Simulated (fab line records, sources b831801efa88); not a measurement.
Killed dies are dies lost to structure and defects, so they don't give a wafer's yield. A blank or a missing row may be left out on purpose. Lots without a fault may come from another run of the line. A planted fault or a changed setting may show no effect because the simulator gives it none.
fab line records | flow sky130
record lots=24 wafers=72 last_day=50
route steps=708 shown LI_CONTACT@381 CAP2M@607 METAL4@632 METAL5@664 PAD_OPEN@701
lots that met no fault: from a run of the same line without faults
start_h: hours from the record's first day to the start of the lot's first wafer shown | wait_h: hours since the lot's step before | " the same as in the row above | L1.1+2: a row that stands for several wafers | - no value, or no start given | * or withheld: withheld | < > ~ a bound
route shown NAME@n: a module of which the file shows steps, and the number in the route of the first | usual: mean/standard deviation of fault-free wafers | same: alike in all rows | chamber/n: place in a boat | sites: the reading at each site | _std_site: their standard deviation | _edge_site: outer sites' mean less inner sites' | radius_mm: how far each site lies from the wafer's centre | mask NAME#n: copy n | behind: the tool/chamber that last shaped the wafer | hold: why the lot was held/for how many hours/how that ended | device: the transistor (n, p or np) that didn't switch | end of line: the same wafers' tests at the end of the route | a step without rows: its recipe alone | killed: dies lost to structure and defects at the first sort, not the wafer's yield | map: a wafer's dies, x killed, . not, _ none there
set.NAME: the setting as run; set.NAME@STEP: as run at that earlier step | model.NAME: the simulator's own value behind a step, which no gauge read
steps of the route over a sample of lots; a table a step, a row a wafer
services: from which hour (start_h, from the record's first day; less than 0 if before it) a tool's chamber was out of use, for how many hours, and why
## steps
# step SKY_LI_CONTACT_SPUTTER_19
# recipe material=Ti target_thk_nm=20 chamber_pressure_pa=5 power_w=2500 substrate_temp_c=200 time_s=106.37
# usual throttle_valve_pct=30.1/1.3
# columns lot.wafer tool chamber start_h wait_h throttle_valve_pct
L074.1 pvd_sputter-01 - 674.18 0.0 30.6
L074.2 " - " " 30.7
L074.5 " - " " 30.4
L075.2 pvd_sputter-03 - 679.95 0.0 27.3
L075.3 " - " " 31.6
L075.6 " - " " 31.6
L076.3 pvd_sputter-04 - 691.55 0.0 29.7
L076.5 " - " " 32.3
L076.6 " - " " 29.1
L077.2 pvd_sputter-04 - 708.20 0.0 32.3
L077.3 " - " " 30.3
L077.5 " - " " 28.9
L078.1 pvd_sputter-04 - 715.75 0.0 30.0
L078.4 " - " " 29.3
L078.6 " - " " 30.2
L079.2 pvd_sputter-01 - 721.53 0.0 30.6
L079.4 " - " " 31.0
L079.6 " - " " 30.4
L080.3 pvd_sputter-04 - 733.15 0.0 30.1
L080.4 " - " " 32.1
L080.5 " - " " 29.0
L081.1 pvd_sputter-03 - 738.50 0.0 27.5
L081.2 " - " " 30.2
L081.3 " - " " 29.4
L082.1 pvd_sputter-03 - 746.61 0.0 31.5
L082.3 " - " " 29.3
L082.5 " - " " 30.2
L083.4 pvd_sputter-04 - 750.41 0.0 29.2
L083.5 " - " " 29.6
L083.6 " - " " 30.4
L084.2 pvd_sputter-04 - 761.53 0.0 32.3
L084.5 " - " " 29.3
L084.6 " - " " 29.4
L086.1 pvd_sputter-03 - 772.60 0.0 31.2
L086.2 " - " " 30.3
L086.5 " - " " 29.0
L085.3 pvd_sputter-03 - 773.30 0.0 30.0
L085.4 " - " " 29.5
L085.5 " - " " 31.2
L087.2 pvd_sputter-04 - 779.35 0.0 32.7
L087.3 " - " " 30.1
L087.5 " - " " 30.2
L088.3 pvd_sputter-04 - 785.17 0.0 30.2
L088.5 " - " " 32.4
L088.6 " - " " 28.9
L089.1 pvd_sputter-03 - 796.21 0.0 29.5
L089.2 " - " " 31.4
L089.4 " - " " 27.3
L090.2 pvd_sputter-04 - 797.21 0.0 32.4
L090.3 " - " " 28.9
L090.5 " - " " 29.6
L091.3 pvd_sputter-03 - 812.01 0.0 27.0
L091.4 " - " " 29.3
L091.6 " - " " 30.2
L092.2 pvd_sputter-03 - 816.20 0.0 28.9
L092.4 " - " " 31.2
L092.6 " - " " 31.7
L093.2 pvd_sputter-04 - 826.90 0.0 32.4
L093.3 " - " " 30.1
L093.4 " - " " 28.9
L094.1 pvd_sputter-01 - 832.26 0.0 30.6
L094.3 " - " " 30.9
L094.5 " - " " 30.9
L095.3 pvd_sputter-01 - 839.35 0.0 30.4
L095.4 " - " " 31.1
L095.5 " - " " 30.6
L096.2 pvd_sputter-04 - 847.23 0.0 32.1
L096.3 " - " " 28.6
L096.4 " - " " 29.6
L097.1 pvd_sputter-04 - 852.40 0.0 32.4
L097.3 " - " " 29.1
L097.4 " - " " 29.9
# step SKY_CAP2M_THK_MEAS_04
# recipe thk_meas_gauge=xrf reads=TiN_of_CAP2M_SPUTTER_02
# usual CAP2M_TIN_THK=198.3/2.4
# columns lot.wafer tool chamber start_h wait_h CAP2M_TIN_THK[nm]
L074.1 film_metro-02 - 927.56 0.1 202.9
L074.2 " - " " 205.5
L074.5 " - " " 204.4
L075.2 film_metro-04 - 930.31 0.1 196.9
L075.3 " - " " 197.0
L075.6 " - " " 196.2
L076.3 film_metro-03 - 944.92 0.1 197.4
L076.5 " - " " 194.8
L076.6 " - " " 198.9
L077.2 film_metro-03 - 954.87 0.1 195.6
L077.3 " - " " 199.6
L077.5 " - " " 200.6
L078.1 film_metro-03 - 961.87 0.1 199.2
L078.4 " - " " 202.8
L078.6 " - " " 199.2
L079.2 film_metro-04 - 968.38 0.1 197.6
L079.4 " - " " 196.3
L079.6 " - " " 199.0
L080.3 film_metro-04 - 980.07 0.1 198.2
L080.4 " - " " 200.7
L080.5 " - " " 198.0
L081.1 film_metro-04 - 984.05 0.1 197.7
L081.2 " - " " 195.6
L081.3 " - " " 197.2
L082.1 film_metro-04 - 993.09 0.1 196.7
L082.3 " - " " 197.7
L082.5 " - " " 198.5
L083.4 film_metro-04 - 996.38 0.1 200.1
L083.5 " - " " 197.5
L083.6 " - " " 200.1
L084.2 film_metro-03 - 1002.12 0.1 196.7
L084.5 " - " " 196.1
L084.6 " - " " 200.1
L086.1 film_metro-02 - 1013.69 0.1 195.3
L086.2 " - " " 197.6
L086.5 " - " " 194.9
L085.3 film_metro-03 - 1017.64 0.1 194.3
L085.4 " - " " 195.6
L085.5 " - " " 196.8
L087.2 film_metro-03 - 1020.86 0.1 199.3
L087.3 " - " " 199.1
L087.5 " - " " 194.1
L088.3 film_metro-03 - 1025.61 0.1 201.4
L088.5 " - " " 198.6
L088.6 " - " " 199.3
L089.1 film_metro-04 - 1032.45 0.1 197.0
L089.2 " - " " 199.6
L089.4 " - " " 198.1
L090.2 film_metro-02 - 1034.03 0.1 196.1
L090.3 " - " " 200.3
L090.5 " - " " 201.2
L091.3 film_metro-04 - 1047.47 0.1 199.3
L091.4 " - " " 201.5
L091.6 " - " " 202.4
L092.2 film_metro-04 - 1050.87 0.1 196.7
L092.4 " - " " 196.3
L092.6 " - " " 195.9
L093.2 film_metro-02 - 1059.81 0.1 199.4
L093.3 " - " " 196.2
L093.4 " - " " 199.3
L094.1 film_metro-03 - 1066.64 0.1 195.1
L094.3 " - " " 199.6
L094.5 " - " " 197.0
L095.3 film_metro-03 - 1068.31 0.1 202.4
L095.4 " - " " 200.0
L095.5 " - " " 198.4
L096.2 film_metro-04 - 1076.20 0.1 197.6
L096.3 " - " " 193.9
L096.4 " - " " 194.7
L097.1 film_metro-04 - 1081.12 0.1 198.4
L097.3 " - " " 196.0
L097.4 " - " " 200.1
# step SKY_METAL4_ETCH_16
# recipe chemistry=N2/H2 target=BARC ion_energy_ev=200 bias_w=100 pressure_mtorr=30 n2_flow_sccm=100 h2_flow_sccm=200 icp_w=500 stop_on=SiO2 time_s=88.2 target_depth_a=600
# usual bias_w=99.96/0.3 drypump_motor_current_A=5.6/0.4 oes_product_au=0.626/0.0046 throttle_valve_pct=13.206/0.0097
# columns lot.wafer tool chamber start_h wait_h bias_w drypump_motor_current_A oes_product_au rf_hours_counter_h throttle_valve_pct
L074.1 rie_metal-02 1 977.26 0.0 100.25 5.8 0.632 10 13.204
L074.2 " 0 " " 99.62 5.1 0.611 7 13.205
L074.5 " 0 " " 99.70 5.1 0.625 - 13.196
L075.2 rie_metal-04 1 979.37 0.0 100.40 5.5 0.620 13 13.200
L075.3 " 1 " " 100.64 5.5 0.626 - 13.194
L075.6 " 1 " " 100.51 5.5 0.625 - 13.212
L076.3 rie_metal-04 1 993.40 0.0 99.96 5.5 0.625 - 13.203
L076.5 " 1 " " 100.13 5.5 0.624 - 13.201
L076.6 " 0 " " 99.96 5.7 0.627 - 13.206
L077.2 rie_metal-04 1 1003.22 0.0 99.21 5.5 0.624 14 13.212
L077.3 " 0 " " 100.15 5.7 0.628 - 13.210
L077.5 " 0 " " 100.12 5.7 0.638 - 13.230
L078.1 rie_metal-01 0 1009.01 0.0 100.26 6.3 0.627 7 13.210
L078.4 " 0 " " 99.76 6.3 0.623 - 13.202
L078.6 " 1 " " 99.85 5.7 0.629 - 13.202
L079.2 rie_metal-01 1 1015.06 0.0 99.86 5.7 0.622 16 13.198
L079.4 " 1 " " 100.24 5.7 0.623 - 13.197
L079.6 " 0 " " 100.23 6.3 0.625 - 13.215
L080.3 rie_metal-01 0 1027.34 0.0 100.33 6.3 0.617 - 13.202
L080.4 " 1 " " 99.83 5.7 0.628 - 13.216
L080.5 " 1 " " 99.92 5.7 0.625 - 13.214
L081.1 rie_metal-02 1 1030.67 0.0 100.31 5.7 0.619 13 13.213
L081.2 " 0 " " 99.59 5.1 0.629 11 13.230
L081.3 " 1 " " 100.16 5.7 0.624 - 13.200
L082.1 rie_metal-02 1 1038.97 0.0 99.85 5.8 0.622 14 13.211
L082.3 " 1 " " 99.87 5.8 0.632 - 13.219
L082.5 " 1 " " 100.12 5.8 0.620 - 13.194
L083.4 rie_metal-01 0 1042.10 0.0 99.71 6.3 0.632 - 13.215
L083.5 " 0 " " 100.17 6.3 0.620 - 13.216
L083.6 " 1 " " 100.04 5.7 0.623 - 13.187
L084.2 rie_metal-04 1 1047.91 0.0 100.17 5.5 0.625 16 13.193
L084.5 " 1 " " 99.96 5.5 0.625 - 13.197
L084.6 " 0 " " 99.89 5.7 0.619 - 13.202
L086.1 rie_metal-01 1 1058.87 0.0 99.67 5.7 0.625 19 13.197
L086.2 " 0 " " 100.08 6.3 0.624 11 13.200
L086.5 " 0 " " 100.00 6.3 0.629 - 13.205
L085.3 rie_metal-02 0 1061.74 0.0 99.60 5.1 0.624 - 13.213
L085.4 " 1 " " 99.70 5.8 0.629 - 13.198
L085.5 " 0 " " 100.50 5.1 0.630 - 13.222
L087.2 rie_metal-02 1 1065.67 0.0 99.80 5.8 0.619 16 13.213
L087.3 " 0 " " 99.47 5.1 0.627 - 13.195
L087.5 " 1 " " 100.31 5.7 0.618 - 13.205
L088.3 rie_metal-02 0 1070.17 0.1 100.40 5.1 0.626 - 13.206
L088.5 " 0 " " 100.10 5.1 0.618 - 13.213
L088.6 " 0 " " 100.18 5.0 0.624 - 13.216
L089.1 rie_metal-02 1 1077.37 0.0 99.67 5.8 0.620 16 13.195
L089.2 " 0 " " 99.71 5.1 0.629 14 13.219
L089.4 " 0 " " 99.63 5.1 0.625 - 13.203
L090.2 rie_metal-02 1 1077.96 0.0 99.93 5.8 0.619 16 13.194
L090.3 " 1 " " 100.24 5.8 0.631 - 13.207
L090.5 " 1 " " 100.05 5.8 0.625 - 13.201
L091.3 rie_metal-02 1 1090.59 0.0 99.29 5.8 0.622 - 13.217
L091.4 " 0 " " 99.67 5.1 0.625 - 13.222
L091.6 " 1 " " 99.71 5.8 0.624 - 13.216
L092.2 rie_metal-01 0 1093.87 0.0 100.21 6.3 0.624 13 13.205
L092.4 " 0 " " 100.36 6.2 0.627 - 13.197
L092.6 " 0 " " 100.25 6.3 0.626 - 13.207
L093.2 rie_metal-02 1 1101.32 0.0 99.97 5.8 0.619 17 13.214
L093.3 " 0 " " 100.38 5.1 0.631 - 13.227
L093.4 " 1 " " 100.18 5.8 0.629 - 13.209
L094.1 rie_metal-02 1 1108.07 0.0 99.69 5.8 0.630 18 13.204
L094.3 " 0 " " 99.97 5.1 0.624 - 13.204
L094.5 " 1 " " 99.61 5.8 0.631 - 13.197
L095.3 rie_metal-01 0 1109.40 0.0 99.13 6.2 0.624 - 13.218
L095.4 " 1 " " 100.43 5.7 0.632 - 13.208
L095.5 " 1 " " 100.40 5.7 0.628 - 13.200
L096.2 rie_metal-02 0 1117.32 0.0 100.31 5.1 0.622 17 13.205
L096.3 " 0 " " 100.14 5.1 0.624 - 13.207
L096.4 " 1 " " 99.68 5.8 0.631 - 13.197
L097.1 rie_metal-02 0 1121.46 0.0 99.84 5.1 0.628 17 13.202
L097.3 " 0 " " 100.02 5.1 0.623 - 13.217
L097.4 " 1 " " 99.96 5.7 0.625 - 13.204
# step SKY_METAL4_ETCH_17
# recipe target=SiO2 stop_on=TiN chemistry=C4F8/O2/Ar source_w=1483 bias_w=1200 pressure_mtorr=40 c4f8_flow_sccm=withheld O2_flow_sccm=6 Ar_flow_sccm=300 time_s=3.9 target_depth_a=150
# usual bias_w=1200/3.7 oes_product_au=0.757/0.0073
# columns lot.wafer tool chamber start_h wait_h bias_w oes_product_au rf_hours_counter_h
L074.1 rie_diel-04 3 977.35 0.1 1196 0.759 26
L074.2 " 2 " " 1206 0.754 27
L074.5 " 2 " " 1206 0.755 -
L075.2 rie_diel-03 3 979.47 0.1 1199 0.745 5
L075.3 " 1 " " 1200 0.755 14
L075.6 " 3 " " 1202 0.759 -
L076.3 rie_diel-03 2 993.47 0.0 1202 0.754 22
L076.5 " 3 " " 1198 0.762 -
L076.6 " 2 " " 1200 0.758 -
L077.2 rie_diel-03 0 1003.32 0.1 1202 0.751 17
L077.3 " 1 " " 1200 0.739 15
L077.5 " 3 " " 1197 0.757 -
L078.1 rie_diel-02 3 1009.11 0.1 1199 0.757 12
L078.4 " 0 " " 1194 0.760 11
L078.6 " 3 " " 1198 0.768 -
L079.2 rie_diel-04 0 1015.15 0.1 1200 0.748 22
L079.4 " 1 " " 1205 0.752 -
L079.6 " 2 " " 1200 0.759 -
L080.3 rie_diel-04 3 1027.40 0.0 1201 0.764 0
L080.4 " 0 " " 1188 0.748 22
L080.5 " 3 " " 1195 0.763 -
L081.1 rie_diel-04 3 1030.77 0.1 1192 0.755 0
L081.2 " 0 " " 1205 0.748 22
L081.3 " 1 " " 1197 0.747 19
L082.1 rie_diel-04 0 1039.07 0.1 1198 0.755 23
L082.3 " 3 " " 1196 0.746 0
L082.5 " 3 " " 1195 0.758 -
L083.4 rie_diel-04 3 1042.17 0.0 1197 0.766 -
L083.5 " 0 " " 1197 0.762 -
L083.6 " 1 " " 1208 0.749 -
L084.2 rie_diel-03 2 1048.00 0.1 1200 0.766 24
L084.5 " 0 " " 1201 0.761 -
L084.6 " 1 " " 1203 0.766 -
L086.1 rie_diel-03 1 1058.96 0.1 1203 0.750 17
L086.2 " 0 " " 1204 0.763 19
L086.5 " 1 " " 1205 0.760 -
L085.3 rie_diel-04 3 1061.80 0.0 1195 0.770 1
L085.4 " 2 " " 1205 0.759 0
L085.5 " 1 " " 1195 0.776 -
L087.2 rie_diel-02 0 1065.77 0.1 1192 0.751 12
L087.3 " 1 " " 1201 0.753 13
L087.5 " 0 " " 1194 0.758 -
L088.3 rie_diel-02 1 1070.30 0.1 1204 0.750 13
L088.5 " 0 " " 1203 0.767 -
L088.6 " 1 " " 1202 0.766 -
L089.1 rie_diel-03 1 1077.46 0.1 1200 0.758 17
L089.2 " 3 " " 1200 0.759 8
L089.4 " 3 " " 1205 0.762 -
L090.2 rie_diel-04 3 1078.05 0.1 1196 0.742 2
L090.3 " 1 " " 1200 0.754 21
L090.5 " 2 " " 1199 0.754 -
L091.3 rie_diel-03 0 1090.65 0.0 1202 0.761 20
L091.4 " 1 " " 1197 0.762 18
L091.6 " 3 " " 1205 0.775 -
L092.2 rie_diel-04 1 1093.97 0.1 1200 0.750 21
L092.4 " 2 " " 1201 0.761 1
L092.6 " 3 " " 1202 0.752 -
L093.2 rie_diel-04 0 1101.42 0.1 1206 0.753 25
L093.3 " 1 " " 1204 0.764 22
L093.4 " 3 " " 1203 0.754 2
L094.1 rie_diel-04 0 1108.17 0.1 1202 0.753 25
L094.3 " 3 " " 1206 0.748 3
L094.5 " 3 " " 1199 0.762 -
L095.3 rie_diel-02 1 1109.46 0.0 1204 0.751 14
L095.4 " 2 " " 1202 0.763 -
L095.5 " 3 " " 1199 0.761 -
L096.2 rie_diel-04 1 1117.41 0.1 1206 0.760 22
L096.3 " 3 " " 1204 0.759 3
L096.4 " 0 " " 1202 0.770 25
L097.1 rie_diel-03 3 1121.55 0.1 1203 0.756 9
L097.3 " 0 " " 1199 0.744 21
L097.4 " 1 " " 1195 0.763 19
# step SKY_METAL5_SPUTTER_03
# recipe material=Ti target_thk_nm=5 power_w=3000 time_s=3.3 chamber_pressure_pa=0.4
# usual throttle_valve_pct=30.0/1.3
# columns lot.wafer tool chamber start_h wait_h throttle_valve_pct
L074.1 pvd_sputter-03 - 1003.07 0.0 27.0
L074.2 " - " " 30.1
L074.5 " - " " 30.4
L075.2 pvd_sputter-02 - 1006.16 0.0 28.0
L075.3 " - " " 30.1
L075.6 " - " " 30.3
L076.3 pvd_sputter-01 - 1019.18 0.0 30.7
L076.5 " - " " 30.3
L076.6 " - " " 30.9
L077.2 pvd_sputter-03 - 1029.11 0.0 27.3
L077.3 " - " " 31.5
L077.5 " - " " 29.2
L078.1 pvd_sputter-02 - 1033.87 0.0 30.1
L078.4 " - " " 29.8
L078.6 " - " " 27.9
L079.2 pvd_sputter-01 - 1040.55 0.0 30.7
L079.4 " - " " 30.8
L079.6 " - " " 30.2
L080.3 pvd_sputter-01 - 1052.08 0.0 30.8
L080.4 " - " " 30.7
L080.5 " - " " 30.8
L081.1 pvd_sputter-03 - 1055.30 0.0 27.4
L081.2 " - " " 29.2
L081.3 " - " " 31.5
L082.1 pvd_sputter-03 - 1063.83 0.0 30.2
L082.3 " - " " 31.7
L082.5 " - " " 30.2
L083.4 pvd_sputter-02 - 1067.04 0.0 28.1
L083.5 " - " " 30.3
L083.6 " - " " 31.3
L084.2 pvd_sputter-02 - 1073.07 0.0 30.1
L084.5 " - " " 30.1
L084.6 " - " " 27.8
L086.1 pvd_sputter-02 - 1082.82 0.0 31.3
L086.2 " - " " 29.5
L086.5 " - " " 30.4
L085.3 pvd_sputter-03 - 1085.25 0.0 31.4
L085.4 " - " " 30.3
L085.5 " - " " 31.3
L087.2 pvd_sputter-03 - 1089.40 0.0 27.5
L087.3 " - " " 31.5
L087.5 " - " " 31.3
L088.3 pvd_sputter-02 - 1093.62 0.0 31.4
L088.5 " - " " 27.7
L088.6 " - " " 30.1
L089.1 pvd_sputter-02 - 1100.47 0.0 27.8
L089.2 " - " " 29.5
L089.4 " - " " 31.3
L090.2 pvd_sputter-01 - 1101.66 0.0 30.6
L090.3 " - " " 31.0
L090.5 " - " " 30.8
L091.3 pvd_sputter-03 - 1113.67 0.0 31.4
L091.4 " - " " 30.3
L091.6 " - " " 30.4
L092.2 pvd_sputter-01 - 1116.35 0.0 31.0
L092.4 " - " " 30.8
L092.6 " - " " 31.0
L093.2 pvd_sputter-02 - 1124.05 0.0 31.3
L093.3 " - " " 29.6
L093.4 " - " " 27.8
L094.1 pvd_sputter-02 - 1130.62 0.0 28.0
L094.3 " - " " 31.3
L094.5 " - " " 29.7
L095.3 pvd_sputter-03 - 1131.70 0.0 31.3
L095.4 " - " " 27.4
L095.5 " - " " 31.2
L096.2 pvd_sputter-01 - 1140.25 0.0 30.7
L096.3 " - " " 30.3
L096.4 " - " " 30.8
L097.1 pvd_sputter-01 - 1143.52 0.0 30.5
L097.3 " - " " 31.1
L097.4 " - " " 30.5
# step SKY_PAD_OPEN_ETCH_07
# recipe chemistry=CF4/O2 target_depth_nm=725 stop_on=AlCu source_w=800 bias_w=150 pressure_mtorr=150 cf4_flow_sccm=80 O2_flow_sccm=10 time_s=161.1
# usual bias_w=150.0/0.44 drypump_motor_current_A=5.6/0.48 oes_product_au=0.977/0.0066 throttle_valve_pct=5.964/0.0099
# columns lot.wafer tool chamber start_h wait_h bias_w drypump_motor_current_A oes_product_au rf_hours_counter_h throttle_valve_pct
L074.1 rie_diel-04 0 1070.88 - 150.4 6.1 0.973 24 5.975
L074.2 " 1 " " 150.1 5.5 0.965 21 5.952
L074.5 " 2 " " 150.4 5.0 0.970 - 5.965
L075.2 rie_diel-01 2 1073.23 - 149.9 5.7 0.976 12 5.949
L075.3 " 3 " " 150.8 5.6 0.993 13 5.966
L075.6 " 1 " " 149.8 6.0 0.980 - 5.983
L076.3 rie_diel-01 0 1085.38 - 148.6 5.7 0.978 18 5.952
L076.5 " 1 " " 149.6 6.0 0.987 - 5.971
L076.6 " 2 " " 149.8 5.7 0.983 - 5.966
L077.2 rie_diel-03 2 1093.93 - 151.1 4.7 0.975 26 5.947
L077.3 " 0 " " 149.8 6.2 0.972 20 5.970
L077.5 " 1 " " 150.4 5.4 0.978 - 5.972
L078.1 rie_diel-03 0 1099.03 - 149.1 6.2 0.981 20 5.951
L078.4 " 3 " " 149.7 5.4 0.985 8 5.964
L078.6 " 0 " " 149.4 6.3 0.974 - 5.980
L079.2 rie_diel-04 3 1104.52 - 149.6 6.0 0.975 2 5.963
L079.4 " 2 " " 150.2 5.0 0.993 1 5.970
L079.6 " 0 " " 150.4 6.1 0.995 - 5.963
L080.3 rie_diel-03 0 1115.07 - 150.6 6.2 0.977 21 5.967
L080.4 " 1 " " 151.1 5.4 0.978 19 5.957
L080.5 " 1 " " 150.6 5.4 0.987 - 5.954
L081.1 rie_diel-03 2 1118.28 - 149.8 4.7 0.968 27 5.981
L081.2 " 3 " " 149.6 5.4 0.969 9 5.972
L081.3 " 1 " " 150.5 5.4 0.970 19 5.973
L082.1 rie_diel-04 3 1125.32 - 149.9 6.1 0.971 3 5.966
L082.3 " 2 " " 149.0 5.0 0.984 2 5.981
L082.5 " 3 " " 150.0 6.1 0.965 - 5.968
L083.4 rie_diel-03 2 1127.78 - 149.7 4.7 0.985 27 5.967
L083.5 " 1 " " 149.8 5.4 0.983 - 5.965
L083.6 " 0 " " 150.3 6.2 0.978 - 5.956
L084.2 rie_diel-03 0 1134.02 - 150.0 6.2 0.969 22 5.969
L084.5 " 0 " " 150.8 6.2 0.989 - 5.954
L084.6 " 1 " " 149.8 5.4 0.974 - 5.962
L086.1 rie_diel-01 3 1142.52 - 150.2 5.6 0.978 16 5.963
L086.2 " 1 " " 150.5 6.0 0.981 24 5.970
L086.5 " 1 " " 150.2 6.0 0.977 - 5.960
L085.3 rie_diel-03 3 1145.53 - 149.9 5.4 0.973 10 5.967
L085.4 " 2 " " 149.8 4.7 0.973 28 5.964
L085.5 " 0 " " 149.7 6.2 0.968 - 5.970
L087.2 rie_diel-04 2 1148.18 - 149.1 5.0 0.969 3 5.955
L087.3 " 1 " " 149.7 5.5 0.970 24 5.966
L087.5 " 1 " " 149.9 5.5 0.985 - 5.971
L088.3 rie_diel-03 1 1152.57 - 149.4 5.4 0.969 20 5.960
L088.5 " 0 " " 150.4 6.2 0.975 - 5.960
L088.6 " 3 " " 150.0 5.4 0.978 - 5.959
L089.1 rie_diel-01 2 1158.22 - 150.5 5.7 0.979 15 5.959
L089.2 " 0 " " 149.4 5.6 0.973 21 5.965
L089.4 " 1 " " 150.2 6.0 0.980 25 5.961
L090.2 rie_diel-01 1 1160.47 - 149.6 6.0 0.967 25 5.963
L090.3 " 3 " " 150.4 5.6 0.982 17 5.975
L090.5 " 0 " " 149.4 5.6 0.977 - 5.980
L091.3 rie_diel-04 3 1169.02 - 150.4 6.1 0.971 5 5.943
L091.4 " 2 " " 150.1 5.0 0.980 4 5.968
L091.6 " 1 " " 150.5 5.5 0.975 - 5.957
L092.2 rie_diel-03 3 1172.73 - 149.3 5.4 0.968 11 5.966
L092.4 " 0 " " 149.9 6.2 0.972 23 5.956
L092.6 " 0 " " 150.3 6.2 0.971 - 5.965
L093.2 rie_diel-03 3 1178.28 - 150.0 5.4 0.977 11 5.966
L093.3 " 2 " " 149.0 4.7 0.975 29 5.971
L093.4 " 0 " " 150.7 6.2 0.978 23 5.979
L094.1 rie_diel-04 1 1183.68 - 150.7 5.5 0.979 25 5.970
L094.3 " 0 " " 150.4 6.1 0.981 28 5.963
L094.5 " 3 " " 150.3 6.1 0.971 - 5.948
L095.3 rie_diel-03 3 1184.62 - 150.0 5.4 0.983 11 5.953
L095.4 " 1 " " 149.8 5.4 0.987 21 5.954
L095.5 " 1 " " 149.8 5.4 0.974 - 5.958
L096.2 rie_diel-04 3 1192.43 - 149.9 6.0 0.971 6 5.971
L096.3 " 1 " " 150.3 5.5 0.978 25 5.980
L096.4 " 2 " " 149.9 5.1 0.988 5 5.976
L097.1 rie_diel-03 0 1197.17 - 149.9 6.2 0.972 24 5.969
L097.3 " 1 " " 150.1 5.4 0.979 22 5.950
L097.4 " 2 " " 150.6 4.7 0.982 29 5.980
## services
# columns tool chamber start_h hours kind
rie_diel-03 0 688.24 3.9 repair
pvd_sputter-03 - 688.28 1.5 repair
rie_diel-03 1 703.76 5.2 repair
rie_diel-03 - 721.69 0.6 repair
rie_diel-03 0 726.91 3.0 repair
rie_diel-04 3 727.87 2.7 repair
rie_diel-03 - 742.48 1.0 repair
pvd_sputter-03 - 743.73 1.4 repair
rie_diel-03 2 747.74 5.2 repair
pvd_sputter-03 - 749.28 1.9 repair
rie_metal-02 - 772.79 0.2 repair
rie_diel-04 - 788.30 1.8 repair
pvd_sputter-03 - 889.19 1.2 repair
rie_metal-02 - 912.61 4.3 pm
rie_diel-03 - 990.23 2.8 pm
rie_diel-03 2 1040.86 5.2 repair
rie_diel-03 3 1051.30 8.4 repair
rie_metal-02 1 1067.50 5.1 repair
rie_diel-03 0 1076.78 1.5 repair
rie_diel-03 3 1130.46 4.8 repair
pvd_sputter-03 - 1133.18 1.0 repair
pvd_sputter-03 - 1140.63 21.2 repair
rie_diel-04 3 1174.96 7.3 repair
rie_diel-04 - 1177.40 2.8 pm
## key
fault none
